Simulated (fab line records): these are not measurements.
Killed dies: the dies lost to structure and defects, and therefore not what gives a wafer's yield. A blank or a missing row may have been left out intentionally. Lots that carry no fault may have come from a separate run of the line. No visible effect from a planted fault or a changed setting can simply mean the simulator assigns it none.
Comparing a struck lot with a sound one | flow sky130 | 43 out of 708 route steps
Sound: the wafers L742.4, L742.5, L742.6. The struck wafers were L762.1, L762.3, L762.6. Last of all comes the cause.
At each step with rows: each side's tool, then ch and its chambers, then its first start. Under that, the readings that differ: sound wafers | struck wafers | difference of the means | sigmas: that difference in standard deviations of wafers without a fault.
alike: a reading whose means differ by less than 2 such deviations, as well as words and numbers matching on both sides. not compared: withheld readings; readings where some wafer has no value; bounds like >300 that might hide an equal value; numbers whose values overlap and for which the record gives no deviation.
The two part at a step that has a row with sigmas, a row that says differs or no value, or rows on one side only. Numbers that have no deviation but don't overlap get no sigmas and don't part them. A reading that every wafer of one side lacks parts them only if that side has two wafers or more.

first, 4 steps without rows for these wafers: SKY_LDD_LDN_SOFTBAKE_03 (time 60 s); SKY_LDD_LDN_EXPOSE_04 (exposes mask LDNTM, target cd 700 nm); SKY_LDD_LDN_PEB_05; SKY_LDD_LDN_DEVELOP_06 (develop time 60 s).
SKY_LDD_LDN_OVL_MEAS_07:
  struck on overlay-02, day 29 20:13; sound on overlay-01, day 23 07:58
  alike: LDD_LDN_OVL
then, 4 steps without rows for these wafers: SKY_LDD_LDN_IMPLANT_08; SKY_LDD_LDN_IMPLANT_09; SKY_LDD_LDN_IMPLANT_10; SKY_LDD_LDN_IMPLANT_11.
SKY_LDD_LDN_STRIP_12: strips in O2/N2.
  sound on plasma_asher-03 ch 0,1, day 23 08:37; struck on plasma_asher-01 ch 0,1, day 29 20:52
  alike: drypump_motor_current_A, o2_flow_sccm, oes_product_au, strip_time_to_endpoint_s
  not compared: rf_hours_counter_h
SKY_LDD_LDN_TW_MEAS_13:
  struck on film_metro-02, day 29 20:58; sound on film_metro-02, day 23 08:43
  alike: LDD_LDN_TW
then, 1 step without rows for these wafers: SKY_LDD_LDN_CLEAN_14 (cleans in SC1/SC2, time 150 s).
SKY_SPACER_CVD_00: deposits Si3N4 from DCS/NH3, target thk 43.1 nm, time 740 s.
  sound on lpcvd-02 ch 1, day 23 08:50; struck on lpcvd-02 ch 1, day 29 21:04
  reading                                  | sound             | struck            | difference | sigmas
  spike_tc_bottom_C (C)                    | 787.6 790.2 790.5 | 783.1 781.2 782.8 | -7.1       | -3
  spike_tc_centre_C (C)                    | 771.4 770.6 770.4 | 764.7 765.4 764.0 | -6.1       | -6
  spike_tc_lower_C (C)                     | 771.4 770.1 771.4 | 811.9 813.9 812.9 | +41.9      | +38
  zone_power_centre_pct (%)                | 13.0 13.1 13.0    | 7.8 7.8 8.0       | -5.2       | -13
  zone_power_lower_pct (%)                 | 15.2 14.9 15.1    | 29.1 28.8 28.9    | +13.9      | +12
  model.Si3N4_of_SPACER_CVD_00.thk_nm (nm) | 43.87 43.59 43.89 | 54.98 49.9 45.07  | +6.20      |
  alike: spike_tc_top_C, zone_power_top_pct
SKY_SPACER_THK_MEAS_01:
  struck on film_metro-04, day 29 22:16; sound on film_metro-04, day 23 10:05
  reading                | sound          | struck         | difference | sigmas
  SPACER_CVD_00_THK (nm) | 43.9 43.6 43.9 | 54.9 50.0 45.1 | +6.2       | +16
SKY_SPACER_ETCHBACK_02: etches Si3N4 in CH3F/O2, stops on SiO2, time 46.7 s, target depth 45 nm.
  sound on rie_diel-02 ch 0,3, day 23 10:07; struck on rie_diel-03 ch 1,2, day 29 22:20
  reading                  | sound             | struck            | difference | sigmas
  oes_product_au (a.u.)    | 0.859 0.858 0.866 | 0.985 0.930 0.880 | +0.071     | +11
  model.etch.depth_nm (nm) | 43.87 43.59 43.89 | 54.85 49.9 45.07  | +6.16      |
  alike: drypump_motor_current_A, throttle_valve_pct
  not compared: rf_hours_counter_h
then, 8 steps without rows for these wafers: SKY_POLY_CUT_DEHYDRATE_00 (time 60 s); SKY_POLY_CUT_HMDS_01 (prime time 60 s); SKY_POLY_CUT_COAT_02 (resist thk 60 nm); SKY_POLY_CUT_COAT_03 (resist thk 450 nm); SKY_POLY_CUT_SOFTBAKE_04 (time 90 s); SKY_POLY_CUT_EXPOSE_05 (exposes mask NPCM, target cd 270 nm); SKY_POLY_CUT_PEB_06; SKY_POLY_CUT_DEVELOP_07 (develop time 60 s).
SKY_POLY_CUT_CD_MEAS_08: target cd 270 nm.
  struck on cd_sem-02, day 31 02:13; sound on cd_sem-01, day 24 16:22
  alike: cd_nm
SKY_POLY_CUT_OVL_MEAS_09:
  struck on overlay-02, day 31 02:20; sound on overlay-01, day 24 16:26
  alike: POLY_CUT_OVL
SKY_POLY_CUT_ETCH_10: etches BARC in N2/H2, stops on SiO2, time 45.9 s, target depth 60 nm.
  sound on rie_diel-03 ch 0,1, day 24 16:27; struck on rie_diel-02 ch 1,2, day 31 02:22
  alike: drypump_motor_current_A, oes_product_au, throttle_valve_pct
  not compared: rf_hours_counter_h
SKY_POLY_CUT_ETCH_11: etches Si3N4 in CF4/CH2F2/Ar, stops on poly-Si, time 42.5 s, target depth 60 nm.
  sound on rie_diel-03 ch 0,1, day 24 16:29; struck on rie_diel-02 ch 1,2, day 31 02:24
  alike: ch2f2_flow_sccm, drypump_motor_current_A, oes_product_au, throttle_valve_pct
  not compared: rf_hours_counter_h
SKY_POLY_CUT_STRIP_12: strips in O2/N2.
  sound on plasma_asher-03 ch 0,1, day 24 16:34; struck on plasma_asher-02 ch 0,1, day 31 02:26
  alike: drypump_motor_current_A, o2_flow_sccm, oes_product_au, strip_time_to_endpoint_s
  not compared: rf_hours_counter_h
then, 7 steps without rows for these wafers: SKY_SD_P_DEHYDRATE_00 (time 60 s); SKY_SD_P_HMDS_01 (prime time 60 s); SKY_SD_P_COAT_02 (resist thk 1140 nm); SKY_SD_P_SOFTBAKE_03 (time 60 s); SKY_SD_P_EXPOSE_04 (exposes mask PSDM, target cd 380 nm); SKY_SD_P_PEB_05; SKY_SD_P_DEVELOP_06 (develop time 60 s).
SKY_SD_P_CD_MEAS_07: target cd 380 nm.
  struck on cd_sem-02, day 32 05:25; sound on cd_sem-01, day 25 21:29
  alike: cd_nm
SKY_SD_P_OVL_MEAS_08:
  struck on overlay-02, day 32 05:32; sound on overlay-01, day 25 21:34
  alike: SD_P_OVL
then, 1 step without rows for these wafers: SKY_SD_P_IMPLANT_09.
SKY_SD_P_STRIP_10: strips in O2/N2.
  sound on plasma_asher-01 ch 0,1, day 25 21:46; struck on plasma_asher-02 ch 0,1, day 32 05:43
  reading                      | sound             | struck            | difference | sigmas
  strip_time_to_endpoint_s (s) | 17.53 17.54 17.55 | 17.44 17.52 17.43 | -0.08      | -2
  alike: drypump_motor_current_A, o2_flow_sccm, oes_product_au
  not compared: rf_hours_counter_h
SKY_SD_P_TW_MEAS_11:
  struck on film_metro-01, day 32 05:49; sound on film_metro-03, day 25 21:52
  alike: SD_P_TW
then, 2 steps without rows for these wafers: SKY_RES_XHIGH_DEHYDRATE_00 (time 60 s); SKY_RES_XHIGH_HMDS_01 (prime time 60 s).
-- the record jumps here: 2 days lie between the struck wafers' starts before and after (it left off in module RES_XHIGH and takes up again in module SALICIDE, whose first step shown is number 361 of the route) --
SKY_SALICIDE_CLEAN_00: cleans in HF-last, time 30 s.
  sound on wet_bench-01 ch 1, day 28 07:03; struck on wet_bench-03 ch 3, day 34 11:15
  reading                                  | sound           | struck            | difference | sigmas
  model.Si3N4_of_SPACER_CVD_00.thk_nm (nm) | 42.88 42.6 42.9 | 53.99 48.91 44.09 | +6.20      |

WHERE THEY PART
First at SKY_SPACER_CVD_00; last, within this record, at SKY_SD_P_STRIP_10. Later steps at which nothing parts them and some readings are alike: SKY_SD_P_TW_MEAS_11.

WHY: whatever the simulator had introduced
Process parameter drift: lpcvd-02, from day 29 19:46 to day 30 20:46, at SKY_SPACER_CVD_00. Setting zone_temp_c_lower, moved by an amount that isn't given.
